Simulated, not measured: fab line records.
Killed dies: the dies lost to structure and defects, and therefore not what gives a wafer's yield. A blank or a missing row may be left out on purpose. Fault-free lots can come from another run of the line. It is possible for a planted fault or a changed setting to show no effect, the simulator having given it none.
A lot that was struck, set against a sound lot    flow sky130    18 out of 708 route steps
Sound: the wafers L897.3, L897.4, L897.5. Wafers L898.2, L898.3, L898.4 were the ones struck. At the end, the cause is stated.
Order at every step that has rows: each side's tool, ch and its chambers, its first start. Under that, the readings that differ: sound wafers    struck wafers    difference of the means    sigmas: that difference in standard deviations of wafers without a fault.
alike: readings whose means differ by less than 2 such deviations, and words and numbers that are the same on both sides. not compared: withheld readings, readings that some wafer has no value for, bounds like >300 that may hide the same value, and numbers for which the record gives no deviation and whose values overlap.
A row with sigmas, a row that says differs or no value, or rows on one side alone: a step with any of these is where the two part. Non-overlapping numbers with no deviation appear without sigmas and do not part them. Lack of a reading on every wafer of one side parts them only where that side has two or more wafers.

first, 3 steps without rows for these wafers: SKY_VIA1_EXPOSE_09 (exposes mask VIM, target cd 150 nm); SKY_VIA1_PEB_10; SKY_VIA1_DEVELOP_11 (develop time 60 s).
SKY_VIA1_CD_MEAS_12: target cd 150 nm.
  sound: cd sem-01 at day 35 03:38; struck: cd sem-01 at day 35 10:04
  alike: cd nm
SKY_VIA1_OVL_MEAS_13:
  sound: overlay-02 at day 35 03:44; struck: overlay-01 at day 35 10:10
  alike: VIA1_OVL
SKY_VIA1_ETCH_14: etches BARC in N2/H2, stops on SiO2, time 45.9 s, target depth 60 nm.
  sound on rie diel-01 ch 0,1,3, day 35 03:45; struck on rie diel-04 ch 0,1,3, day 35 10:12
  alike: drypump motor current A, oes product au, throttle valve pct
  not compared: rf hours counter h
SKY_VIA1_ETCH_15: etches SiO2 in C4F8/O2/Ar, stops on TiN, target depth 351 nm, time 54 s.
  sound on rie diel-01 ch 0,1,3, day 35 03:48; struck on rie diel-04 ch 0,1,3, day 35 10:15
reading                sound              struck             difference  sigmas
oes product au (a.u.)  0.986 0.988 0.990  0.969 0.977 0.973  -0.015      -3
  not compared: rf hours counter h
SKY_VIA1_STRIP_16: strips in O2/N2.
  sound on plasma asher-02 ch 0,1, day 35 03:53; struck on plasma asher-03 ch 0,1, day 35 10:17
  alike: drypump motor current A, oes product au, strip time to endpoint s
  not compared: rf hours counter h
then, 3 steps without rows for these wafers: SKY_VIA1_STRIP_17 (strips in post etch residue remover, time 1200 s); SKY_VIA1_CLEAN_18 (cleans in IPA, time 180 s); SKY_VIA1_CLEAN_19 (cleans in O3/DIW).
SKY_VIA1_SPUTTER_20: material TiN, target thk 20 nm, time 80 s.
  sound: pvd sputter-03 at day 35 04:35; struck: pvd sputter-03 at day 35 10:53
  alike: chamber pressure pa, throttle valve pct
SKY_VIA1_CVD_21: deposits W, target thk 270 nm, time 80.902 s.
  sound on cvd w-02 ch 0,1, day 35 04:41; struck on cvd w-01 ch 0,1, day 35 10:57
reading                             sound              struck           difference  sigmas
model.W_of_VIA1_CVD_21.thk nm (nm)  265.5 266.6 267.6  135.4 140.5 137  -128.9      
  alike: heater power w
  not compared: since wet clean h
SKY_VIA1_RS_MEAS_22: a four-point-probe measurement.
  sound: film metro-04 at day 35 04:47; struck: film metro-03 at day 35 11:04
reading             sound              struck             difference  sigmas
VIA1_W_RS (ohm/sq)  0.434 0.431 0.430  0.865 0.831 0.855  +0.419      +73
SKY_VIA1_THK_MEAS_23: measures by xrf.
  sound: film metro-04 at day 35 04:53; struck: film metro-03 at day 35 11:10
reading          sound        struck       difference  sigmas
VIA1_W_THK (nm)  263 265 266  134 139 135  -129        -31
SKY_VIA1_CMP_24: polishes, stops on SiO2, t overpolish 15 s, target thk 0 nm.
  sound on cmp-01 ch 1,3, day 35 04:58; struck on cmp-01 ch 1,2,3, day 35 11:13
reading                 sound           struck          difference  sigmas
time to endpoint s (s)  67.4 66.2 66.1  36.1 36.5 34.2  -31.0       -11
  alike: motor current A
SKY_METAL2_SPUTTER_00: material Ti, target thk 15 nm, time 10 s.
  sound: pvd sputter-04 at day 35 05:13; struck: pvd sputter-01 at day 35 11:31
  alike: chamber pressure pa, throttle valve pct
-- the record jumps here: 11 days lie between the struck wafers' starts before and after (it left off in module METAL2 and takes up again in module PAD_OPEN, whose first step shown is number 708 of the route) --
SKY_PAD_OPEN_PROBE_99:
  sound: prober-02 at day 46 15:07; struck: prober-01 at day 46 21:31
  alike: defect limited yield, killed_at_M0_to_M3, killed_at_M4_up, killed at contacts, killed at front end, killed at other, killed dies, killed open, killed short, sort_bin_3_pad_short, sort_bin_5_function, sort_bin_6_memory, sort n pass, sort yield pct

== WHERE THEY PART ==
Last at SKY_VIA1_CMP_24 as far as this record goes, first at SKY_VIA1_ETCH_15. Later steps at which nothing parts them and some readings are alike: SKY_METAL2_SPUTTER_00, SKY_PAD_OPEN_PROBE_99.

WHY: what the simulator had put in
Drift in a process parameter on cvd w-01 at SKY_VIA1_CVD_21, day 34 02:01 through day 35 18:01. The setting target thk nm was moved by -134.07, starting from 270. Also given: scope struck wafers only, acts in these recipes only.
